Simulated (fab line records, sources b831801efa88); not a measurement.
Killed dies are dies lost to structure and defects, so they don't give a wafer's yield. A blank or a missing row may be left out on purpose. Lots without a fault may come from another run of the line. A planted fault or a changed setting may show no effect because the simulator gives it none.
fab line records | flow sky130 | part 2 of 2: steps 25 to 35 of 35
record lots=5 wafers=15 last_day=50
route steps=708 shown LDD_HVP@282 LDD_LDN@289 SPACER@304 POLY_CUT@307
lots that met no fault: from a run of the same line without faults
start_h: hours from the record's first day to the start of the lot's first wafer shown | wait_h: hours since the lot's step before | " the same as in the row above | L1.1+2: a row that stands for several wafers | - no value, or no start given | * or withheld: withheld | < > ~ a bound
route shown NAME@n: a module of which the file shows steps, and the number in the route of the first | usual: mean/standard deviation of fault-free wafers | same: alike in all rows | chamber/n: place in a boat | sites: the reading at each site | _std_site: their standard deviation | _edge_site: outer sites' mean less inner sites' | radius_mm: how far each site lies from the wafer's centre | mask NAME#n: copy n | behind: the tool/chamber that last shaped the wafer | hold: why the lot was held/for how many hours/how that ended | device: the transistor (n, p or np) that didn't switch | end of line: the same wafers' tests at the end of the route | a step without rows: its recipe alone | killed: dies lost to structure and defects at the first sort, not the wafer's yield | map: a wafer's dies, x killed, . not, _ none there
set.NAME: the setting as run; set.NAME@STEP: as run at that earlier step | model.NAME: the simulator's own value behind a step, which no gauge read
lots at some steps of the route; a table a step, a row a wafer
services: from which hour (start_h, from the record's first day; less than 0 if before it) a tool's chamber was out of use, for how many hours, and why
## steps
# step SKY_SPACER_ETCHBACK_02
# recipe chemistry=CH3F/O2 target=Si3N4 stop_on=SiO2 source_w=400 bias_w=80 pressure_mtorr=25 ch3f_flow_sccm=40 O2_flow_sccm=30 time_s=46.7 target_depth_a=450
# usual drypump_motor_current_A=6.0/0.36 oes_product_au=0.857/0.0072 throttle_valve_pct=10.563/0.0083
# columns lot.wafer tool chamber start_h wait_h drypump_motor_current_A oes_product_au rf_hours_counter_h throttle_valve_pct
L074.2 rie_diel-04 0 520.86 0.0 6.3 0.855 85 10.572
L074.3 " 1 " " 6.0 0.867 5 10.556
L074.4 " 3 " " 6.7 0.864 8 10.559
L090.4 rie_diel-01 3 664.01 0.0 5.4 0.864 1 10.550
L090.5 " 0 " " 5.9 0.860 - 10.566
L090.6 " 1 " " 5.8 0.862 - 10.556
L092.2 rie_diel-01 3 679.96 0.0 5.4 0.855 1 10.548
L092.5 " 2 " " 6.1 0.858 - 10.563
L092.6 " 1 " " 5.8 0.862 - 10.564
L094.2 rie_diel-01 3 696.54 0.0 5.4 0.854 2 10.560
L094.4 " 0 " " 5.9 0.857 7 10.581
L094.5 " 3 " " 5.4 0.850 - 10.562
L096.4 rie_diel-03 0 713.81 0.0 6.0 0.860 7 10.561
L096.5 " 2 " " 5.7 0.854 - 10.559
L096.6 " 1 " " 5.7 0.858 - 10.557
# step SKY_POLY_CUT_DEHYDRATE_00
# recipe temp_c=200 time_s=60
# usual exhaust_pa=45.2/0.91
# columns lot.wafer tool chamber start_h wait_h exhaust_pa
L074.2 litho_track-04 0 534.92 14.0 43.8
L074.3 " 0 " " 43.7
L074.4 " 0 " " 44.9
L090.4 litho_track-01 0 677.92 13.9 45.5
L090.5 " 0 " " 46.1
L090.6 " 0 " " 46.1
L092.2 litho_track-02 0 693.15 13.2 45.9
L092.5 " 0 " " 45.4
L092.6 " 0 " " 44.3
L094.2 litho_track-04 0 710.32 13.8 48.0
L094.4 " 0 " " 47.1
L094.5 " 0 " " 46.4
L096.4 litho_track-04 0 727.22 13.4 45.1
L096.5 " 0 " " 44.9
L096.6 " 0 " " 45.2
# step SKY_POLY_CUT_HMDS_01
# recipe prime_time_s=60 prime_temp_c=120
# usual exhaust_pa=44.9/0.91
# columns lot.wafer tool chamber start_h wait_h exhaust_pa
L074.2 litho_track-04 0 535.07 0.1 44.6
L074.3 " 0 " " 43.2
L074.4 " 0 " " 43.2
L090.4 litho_track-01 0 678.07 0.1 44.9
L090.5 " 0 " " 47.1
L090.6 " 0 " " 46.1
L092.2 litho_track-02 0 693.30 0.1 46.6
L092.5 " 0 " " 47.8
L092.6 " 0 " " 44.3
L094.2 litho_track-04 0 710.47 0.1 44.2
L094.4 " 0 " " 45.7
L094.5 " 0 " " 44.6
L096.4 litho_track-04 0 727.37 0.1 44.4
L096.5 " 0 " " 43.7
L096.6 " 0 " " 43.8
# step SKY_POLY_CUT_COAT_02
# recipe resist=BARC temp_c=withheld time_s=withheld spin_rpm=3000 resist_thk_nm=60
# usual exhaust_pa=45.1/0.86
# columns lot.wafer tool chamber start_h wait_h exhaust_pa
L074.2 litho_track-04 0 535.22 0.1 46.7
L074.3 " 0 " " 45.8
L074.4 " 0 " " 46.9
L090.4 litho_track-01 0 678.22 0.1 44.3
L090.5 " 0 " " 46.1
L090.6 " 0 " " 45.0
L092.2 litho_track-02 0 693.45 0.1 43.8
L092.5 " 0 " " 44.8
L092.6 " 0 " " 45.3
L094.2 litho_track-04 0 710.62 0.1 44.0
L094.4 " 0 " " 44.0
L094.5 " 0 " " 44.6
L096.4 litho_track-04 0 727.52 0.1 44.6
L096.5 " 0 " " 45.5
L096.6 " 0 " " 45.1
# step SKY_POLY_CUT_COAT_03
# recipe resist=KrF-thick spin_rpm=3000 resist_thk_nm=450
# usual exhaust_pa=45.1/0.96
# columns lot.wafer tool chamber start_h wait_h exhaust_pa
L074.2 litho_track-04 0 - - 46.1
L074.3 " 0 " " 46.0
L074.4 " 0 " " 45.6
L090.4 litho_track-01 0 - - 45.4
L090.5 " 0 " " 44.7
L090.6 " 0 " " 45.9
L092.2 litho_track-02 0 - - 47.8
L092.5 " 0 " " 46.5
L092.6 " 0 " " 46.2
L094.2 litho_track-04 0 - - 46.5
L094.4 " 0 " " 45.6
L094.5 " 0 " " 45.2
L096.4 litho_track-04 0 - - 44.2
L096.5 " 0 " " 45.8
L096.6 " 0 " " 46.0
# step SKY_POLY_CUT_SOFTBAKE_04
# recipe temp_c=100 time_s=90 resist=KrF-thick
# usual exhaust_pa=44.9/0.94
# columns lot.wafer tool chamber start_h wait_h exhaust_pa
L074.2 litho_track-04 0 - - 45.8
L074.3 " 0 " " 45.5
L074.4 " 0 " " 46.6
L090.4 litho_track-01 0 - - 42.8
L090.5 " 0 " " 43.0
L090.6 " 0 " " 43.4
L092.2 litho_track-02 0 - - 45.3
L092.5 " 0 " " 45.2
L092.6 " 0 " " 45.4
L094.2 litho_track-04 0 - - 44.9
L094.4 " 0 " " 45.5
L094.5 " 0 " " 46.3
L096.4 litho_track-04 0 - - 44.7
L096.5 " 0 " " 45.2
L096.6 " 0 " " 45.8
# step SKY_POLY_CUT_EXPOSE_05
# recipe mask_id=NPCM na=0.8 source_shape=annular sigma_inner=0.55 sigma_outer=0.85 target_cd_nm=270 dose_mj=32
# usual reticle_temp_C=22.98/0.11 stage_vel_mm_s=500.00/0.25
# columns lot.wafer tool chamber start_h wait_h mask reticle_temp_C stage_vel_mm_s
L074.2 krf_scanner-02 0 - - NPCM#0 22.95 500.32
L074.3 " 0 " " NPCM#0 22.99 500.25
L074.4 " 0 " " NPCM#0 22.99 500.08
L090.4 krf_scanner-02 0 - - NPCM#0 23.08 499.69
L090.5 " 0 " " NPCM#0 23.02 500.14
L090.6 " 0 " " NPCM#0 22.96 499.78
L092.2 krf_scanner-01 0 - - NPCM#0 23.13 500.05
L092.5 " 0 " " NPCM#0 22.83 499.73
L092.6 " 0 " " NPCM#0 23.11 500.08
L094.2 krf_scanner-02 0 - - NPCM#0 22.96 499.86
L094.4 " 0 " " NPCM#0 22.70 499.63
L094.5 " 0 " " NPCM#0 22.92 499.73
L096.4 krf_scanner-01 0 - - NPCM#0 22.75 500.14
L096.5 " 0 " " NPCM#0 22.99 500.34
L096.6 " 0 " " NPCM#0 22.73 500.43
# step SKY_POLY_CUT_PEB_06
# recipe peb_temp_c=withheld peb_time_s=withheld resist=KrF-thick
# usual exhaust_pa=45.1/0.96
# columns lot.wafer tool chamber start_h wait_h exhaust_pa
L074.2 litho_track-02 0 - - 45.7
L074.3 " 0 " " 46.3
L074.4 " 0 " " 44.8
L090.4 litho_track-02 0 - - 47.1
L090.5 " 0 " " 46.7
L090.6 " 0 " " 46.1
L092.2 litho_track-04 0 - - 44.4
L092.5 " 0 " " 43.9
L092.6 " 0 " " 44.0
L094.2 litho_track-01 0 - - 46.2
L094.4 " 0 " " 47.7
L094.5 " 0 " " 46.6
L096.4 litho_track-02 0 - - 44.7
L096.5 " 0 " " 45.0
L096.6 " 0 " " 44.8
# step SKY_POLY_CUT_DEVELOP_07
# recipe develop_time_s=60 resist=KrF-thick dev_temp_c=21
# usual exhaust_pa=44.7/0.94
# columns lot.wafer tool chamber start_h wait_h exhaust_pa
L074.2 litho_track-02 0 - - 45.5
L074.3 " 0 " " 43.7
L074.4 " 0 " " 44.9
L090.4 litho_track-02 0 - - 45.5
L090.5 " 0 " " 45.3
L090.6 " 0 " " 45.6
L092.2 litho_track-04 0 - - 43.7
L092.5 " 0 " " 44.8
L092.6 " 0 " " 44.9
L094.2 litho_track-01 0 - - 45.8
L094.4 " 0 " " 43.5
L094.5 " 0 " " 44.6
L096.4 litho_track-02 0 - - 46.5
L096.5 " 0 " " 44.8
L096.6 " 0 " " 45.5
# step SKY_POLY_CUT_CD_MEAS_08
# recipe target_cd_nm=270
# usual cd_nm=270.1/1.7
# columns lot.wafer tool chamber start_h wait_h cd_nm
L074.2 cd_sem-01 - 551.29 - 271.4
L074.3 " - " " 271.6
L074.4 " - " " 273.5
L090.4 cd_sem-01 - 692.23 - 270.5
L090.5 " - " " 269.7
L090.6 " - " " 269.8
L092.2 cd_sem-01 - 707.72 - 268.1
L092.5 " - " " 267.9
L092.6 " - " " 267.1
L094.2 cd_sem-02 - 724.41 - 271.3
L094.4 " - " " 270.4
L094.5 " - " " 271.4
L096.4 cd_sem-01 - 741.68 - 271.6
L096.5 " - " " 269.9
L096.6 " - " " 270.4
# step SKY_POLY_CUT_OVL_MEAS_09
# usual POLY_CUT_OVL=0/7.2
# columns lot.wafer tool chamber start_h wait_h POLY_CUT_OVL[nm]
L074.2 overlay-02 - 551.40 0.1 -2
L074.3 " - " " 6
L074.4 " - " " 1
L090.4 overlay-02 - 692.31 0.1 10
L090.5 " - " " 5
L090.6 " - " " 7
L092.2 overlay-02 - 707.83 0.1 1
L092.5 " - " " 0
L092.6 " - " " -4
L094.2 overlay-02 - 724.52 0.1 9
L094.4 " - " " 12
L094.5 " - " " 11
L096.4 overlay-01 - 741.76 0.1 -3
L096.5 " - " " -5
L096.6 " - " " 3
## services
# columns tool chamber start_h hours kind
lpcvd-02 - 455.01 2.8 pm
krf_scanner-02 - 490.96 1.0 pm
plasma_asher-01 - 495.47 7.8 pm
lpcvd-02 - 500.24 0.6 repair
krf_scanner-02 - 500.85 2.3 repair
rie_diel-01 3 507.98 13.8 repair
krf_scanner-02 - 509.80 0.1 repair
implanter-04 - 513.31 4.0 repair
rie_diel-01 1 522.52 1.7 repair
plasma_asher-01 - 536.00 0.5 repair
krf_scanner-02 - 541.11 1.3 repair
implanter-01 - 548.85 29.1 pm
rie_diel-01 0 561.76 3.1 repair
implanter-04 - 573.13 3.6 pm
implanter-02 - 590.91 0.7 repair
implanter-04 - 601.10 1.6 repair
implanter-04 - 625.77 2.4 repair
plasma_asher-01 - 637.79 3.7 repair
implanter-01 - 644.54 2.3 pm
lpcvd-02 - 665.83 6.0 pm
implanter-04 - 698.73 2.8 pm
implanter-02 - 732.13 4.8 repair
implanter-02 - 735.41 4.8 repair
implanter-04 - 737.80 6.1 repair
